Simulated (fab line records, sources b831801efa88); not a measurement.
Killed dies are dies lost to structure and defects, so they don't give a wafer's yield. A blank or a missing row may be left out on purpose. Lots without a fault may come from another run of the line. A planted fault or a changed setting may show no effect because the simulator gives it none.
Tool commonality check | flow gf180mcu | 13 lots, 39 wafers sampled

WHY IT WAS OPENED
At GF_V3_CD_MEAS_14 the reading cd_nm is flagged on 2 of 13 lots. Wafers without a fault read 260.0 nm, standard deviation 1.1.
Rule: a lot is flagged when every wafer of it that has a number lies more than 4 standard deviations from that mean, or none has a number. The other lots count as sound.

lot  | measured     | on        | cd_nm (nm), wafer by wafer | flag
L710 | day 22 07:56 | cd_sem-02 | 258.8 259.3 259.5          |
L711 | day 22 14:49 | cd_sem-02 | 260.3 259.4 259.8          |
L713 | day 23 05:36 | cd_sem-01 | 262.1 260.2 261.6          |
L714 | day 23 19:15 | cd_sem-02 | 259.8 260.3 259.9          |
L715 | day 24 09:19 | cd_sem-01 | 261.0 260.5 258.9          |
L716 | day 24 16:52 | cd_sem-01 | 260.9 260.0 260.0          |
L718 | day 25 10:07 | cd_sem-02 | 258.8 258.7 258.7          |
L724 | day 27 02:19 | cd_sem-01 | 235.2 234.7 234.6          | FLAGGED
L725 | day 27 11:55 | cd_sem-02 | 234.0 232.9 233.0          | FLAGGED
L726 | day 27 14:35 | cd_sem-02 | 258.2 260.7 258.9          |
L727 | day 27 20:27 | cd_sem-02 | 260.2 260.1 260.7          |
L732 | day 29 13:36 | cd_sem-02 | 258.3 258.8 258.6          |
L733 | day 29 14:07 | cd_sem-01 | 258.9 259.4 258.6          |
The numbers of the flagged lots are 234.1 nm on average: -25.9 nm against the usual, or -24 standard deviations.

WHICH TOOL RAN EACH LOT
The record holds 3 process steps before the reading, out of a route of 602 steps. In each cell: the tool, then ch and the chambers that the sampled wafers went through, then the start.
lot  | flag    | GF_M3_SPUTTER_00             | GF_M3_SPUTTER_01             | GF_V3_EXPOSE_11
L710 |         | pvd_sputter-02, day 20 05:57 | pvd_sputter-02, day 20 06:03 | krf_scanner-02 ch 0, day 21 20:07
L711 |         | pvd_sputter-01, day 20 13:51 | pvd_sputter-01, day 20 13:57 | krf_scanner-01 ch 0, day 22 03:16
L713 |         | pvd_sputter-02, day 21 05:55 | pvd_sputter-02, day 21 06:01 | krf_scanner-01 ch 0, day 22 18:14
L714 |         | pvd_sputter-03, day 21 19:23 | pvd_sputter-03, day 21 19:29 | krf_scanner-01 ch 0, day 23 08:15
L715 |         | pvd_sputter-01, day 22 10:37 | pvd_sputter-01, day 22 10:43 | krf_scanner-01 ch 0, day 23 22:17
L716 |         | pvd_sputter-02, day 22 17:55 | pvd_sputter-02, day 22 18:01 | krf_scanner-02 ch 0, day 24 06:22
L718 |         | pvd_sputter-01, day 23 11:48 | pvd_sputter-01, day 23 11:54 | krf_scanner-02 ch 0, day 24 23:28
L724 | FLAGGED | pvd_sputter-03, day 25 07:31 | pvd_sputter-03, day 25 07:37 | krf_scanner-02 ch 0, day 26 16:26
L725 | FLAGGED | pvd_sputter-03, day 25 16:59 | pvd_sputter-03, day 25 17:05 | krf_scanner-02 ch 0, day 27 01:51
L726 |         | pvd_sputter-01, day 25 19:47 | pvd_sputter-01, day 25 19:53 | krf_scanner-01 ch 0, day 27 05:17
L727 |         | pvd_sputter-02, day 26 02:14 | pvd_sputter-02, day 26 02:20 | krf_scanner-01 ch 0, day 27 11:05
L732 |         | pvd_sputter-03, day 27 22:17 | pvd_sputter-03, day 27 22:23 | krf_scanner-01 ch 0, day 29 04:52
L733 |         | pvd_sputter-01, day 27 22:56 | pvd_sputter-01, day 27 23:02 | krf_scanner-01 ch 0, day 29 05:20
What these steps do:
- GF_M3_SPUTTER_00: material Ti, target thk 37.5 nm, time 150 s.
- GF_M3_SPUTTER_01: material TiN, target thk 30 nm, time 25 s.
- GF_V3_EXPOSE_11: exposes mask Via3, target cd 260 nm.
- GF_V3_CD_MEAS_14: target cd 260 nm.

FLAGGED OVER TOTAL, TOOL BY TOOL (the gauges that took the reading come last)
step             | tool           | lots run | flagged | share of the flagged lots | sound lots run after its first flagged lot
GF_M3_SPUTTER_00 | pvd_sputter-01 | 5        | 0       | none                      | -
GF_M3_SPUTTER_00 | pvd_sputter-02 | 4        | 0       | none                      | -
GF_M3_SPUTTER_00 | pvd_sputter-03 | 4        | 2       | all                       | 1 (L732)
GF_M3_SPUTTER_01 | pvd_sputter-01 | 5        | 0       | none                      | -
GF_M3_SPUTTER_01 | pvd_sputter-02 | 4        | 0       | none                      | -
GF_M3_SPUTTER_01 | pvd_sputter-03 | 4        | 2       | all                       | 1 (L732)
GF_V3_EXPOSE_11  | krf_scanner-01 | 8        | 0       | none                      | -
GF_V3_EXPOSE_11  | krf_scanner-02 | 5        | 2       | all                       | 0
GF_V3_CD_MEAS_14 | cd_sem-01      | 5        | 1       | some                      | 1 (L733)
GF_V3_CD_MEAS_14 | cd_sem-02      | 8        | 1       | some                      | 3 (L726,L727,L732)

WHAT THE TABLE ALLOWS
3 rows of the table ran every flagged lot: pvd_sputter-03 at GF_M3_SPUTTER_00, pvd_sputter-03 at GF_M3_SPUTTER_01, krf_scanner-02 at GF_V3_EXPOSE_11.
- pvd_sputter-03 at GF_M3_SPUTTER_00: 2 of its 4 lots flagged. Sound lots ran on it after the first flagged one (L732), which a lasting fault on the whole tool wouldn't allow.
- pvd_sputter-03 at GF_M3_SPUTTER_01: 2 of its 4 lots flagged. Sound lots ran on it after the first flagged one (L732), which a lasting fault on the whole tool wouldn't allow.
- krf_scanner-02 at GF_V3_EXPOSE_11: 2 of its 5 lots flagged. Its last sound lot is L718 (day 24 23:28), its first flagged lot L724 (day 26 16:26): a fault that began between those two fits. Its own readings lie more than 4 standard deviations out on every wafer of the flagged lots: exposure_dose_mJ_cm2.
One tool is left: krf_scanner-02 at GF_V3_EXPOSE_11.

WHAT THE SIMULATOR HAD PUT IN
Process parameter drift: krf_scanner-02, from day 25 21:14 on, at GF_V3_EXPOSE_11. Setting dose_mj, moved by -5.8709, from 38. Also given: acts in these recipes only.
Lots struck among those shown: L724, L725. The rule above found the same.
